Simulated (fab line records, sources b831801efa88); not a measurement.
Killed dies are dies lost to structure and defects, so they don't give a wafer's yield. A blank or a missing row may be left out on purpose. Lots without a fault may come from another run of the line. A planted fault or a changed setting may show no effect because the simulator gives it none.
A struck lot beside a sound one | flow gf180mcu | 27 steps out of a route of 602
Sound: wafers L423.2, L423.4, L423.6. Struck: wafers L439.3, L439.5, L439.6. The cause comes at the end.
At each step with rows: each side's tool, then ch and its chambers, then its first start. Under that, the readings that differ: sound wafers | struck wafers | difference of the means | sigmas: that difference in standard deviations of wafers without a fault.
alike: readings whose means differ by less than 2 such deviations, and words and numbers that are the same on both sides. not compared: withheld readings, readings that some wafer has no value for, bounds like >300 that may hide the same value, and numbers for which the record gives no deviation and whose values overlap.
The two part at a step that has a row with sigmas, a row that says differs or no value, or rows on one side only. Numbers that don't overlap but have no deviation are shown without sigmas and don't part them. A reading that every wafer of one side lacks parts them only if that side has two wafers or more.

GF_HV_LDD_ETCHBACK_58: etches Si3N4 in CH3F/O2, stops on SiO2, time 100 s, target depth 90 nm.
  sound on rie_diel-01 ch 0,1, day 12 15:38; struck on rie_diel-02 ch 1,2, day 17 18:37
  reading               | sound             | struck            | difference | sigmas
  oes_product_au (a.u.) | 0.851 0.847 0.848 | 0.837 0.837 0.828 | -0.015     | -2
  alike: drypump_motor_current_A, throttle_valve_pct
  not compared: rf_hours_counter_h
then, 7 steps without rows for these wafers: GF_NSD_DEHYDRATE_00 (time 60 s); GF_NSD_HMDS_01 (prime time 60 s); GF_NSD_COAT_02 (resist thk 1000 nm); GF_NSD_SOFTBAKE_03 (time 60 s); GF_NSD_EXPOSE_04 (exposes mask Nplus, target cd 400 nm); GF_NSD_PEB_05; GF_NSD_DEVELOP_06 (develop time 60 s).
GF_NSD_CD_MEAS_07: target cd 400 nm.
  sound on cd_sem-02, day 13 11:23; struck on cd_sem-02, day 18 18:13
  alike: cd_nm
GF_NSD_OVL_MEAS_08:
  sound on overlay-01, day 13 11:29; struck on overlay-01, day 18 18:19
  alike: NSD_OVL
then, 2 steps without rows for these wafers: GF_NSD_IMPLANT_09; GF_NSD_IMPLANT_10.
GF_NSD_STRIP_11: strips in O2/N2.
  sound on plasma_asher-02 ch 0,1, day 13 11:49; struck on plasma_asher-02 ch 0,1, day 18 18:40
  reading                                  | sound             | struck            | difference                    | sigmas
  oes_product_au (a.u.)                    | 0.486 0.482 0.481 | 0.578 0.595 0.583 | +0.102                        | +23
  strip_time_to_endpoint_s (s)             | 22.96 22.98 22.96 | - - -             | no value on the struck wafers |
  model.NOVOLAK_of_NSD_COAT_02.thk_nm (nm) | 0 0 0             | 117.6 115.3 116.6 | +116.5                        |
  alike: drypump_motor_current_A, heater_power_w
  not compared: rf_hours_counter_h
GF_NSD_TW_MEAS_12:
  sound on film_metro-02, day 13 11:55; struck on film_metro-04, day 18 18:45
  alike: NSD_TW
then, 7 steps without rows for these wafers: GF_PSD_DEHYDRATE_00 (time 60 s); GF_PSD_HMDS_01 (prime time 60 s); GF_PSD_COAT_02 (resist thk 1000 nm); GF_PSD_SOFTBAKE_03 (time 60 s); GF_PSD_EXPOSE_04 (exposes mask Pplus, target cd 400 nm); GF_PSD_PEB_05; GF_PSD_DEVELOP_06 (develop time 60 s).
GF_PSD_CD_MEAS_07: target cd 400 nm.
  sound on cd_sem-02, day 14 08:25; struck on cd_sem-02, day 19 19:30
  alike: cd_nm
GF_PSD_OVL_MEAS_08:
  sound on overlay-01, day 14 08:31; struck on overlay-02, day 19 20:19
  alike: PSD_OVL
then, 1 step without rows for these wafers: GF_PSD_IMPLANT_09.
GF_PSD_STRIP_10: strips in O2/N2.
  sound on plasma_asher-04 ch 0,1, day 14 08:42; struck on plasma_asher-03 ch 0,1, day 19 20:32
  reading                      | sound             | struck            | difference | sigmas
  oes_product_au (a.u.)        | 0.596 0.593 0.591 | 0.598 0.604 0.606 | +0.009     | +2
  strip_time_to_endpoint_s (s) | 16.56 16.59 16.61 | 18.31 18.29 18.35 | +1.73      | +47
  alike: drypump_motor_current_A, heater_power_w
  not compared: rf_hours_counter_h
GF_PSD_TW_MEAS_11:
  sound on film_metro-01, day 14 08:49; struck on film_metro-04, day 19 20:37
  reading | sound          | struck   | difference | sigmas
  PSD_TW  | 3263 3251 3251 | 72 87 78 | -3176      | -99 or more
then, 1 step without rows for these wafers: GF_PSD_CLEAN_12 (cleans in SC1/SC2, time 150 s).

WHERE THEY PART
First at GF_HV_LDD_ETCHBACK_58; last, within this record, at GF_PSD_TW_MEAS_11.

WHY: what the simulator had put in
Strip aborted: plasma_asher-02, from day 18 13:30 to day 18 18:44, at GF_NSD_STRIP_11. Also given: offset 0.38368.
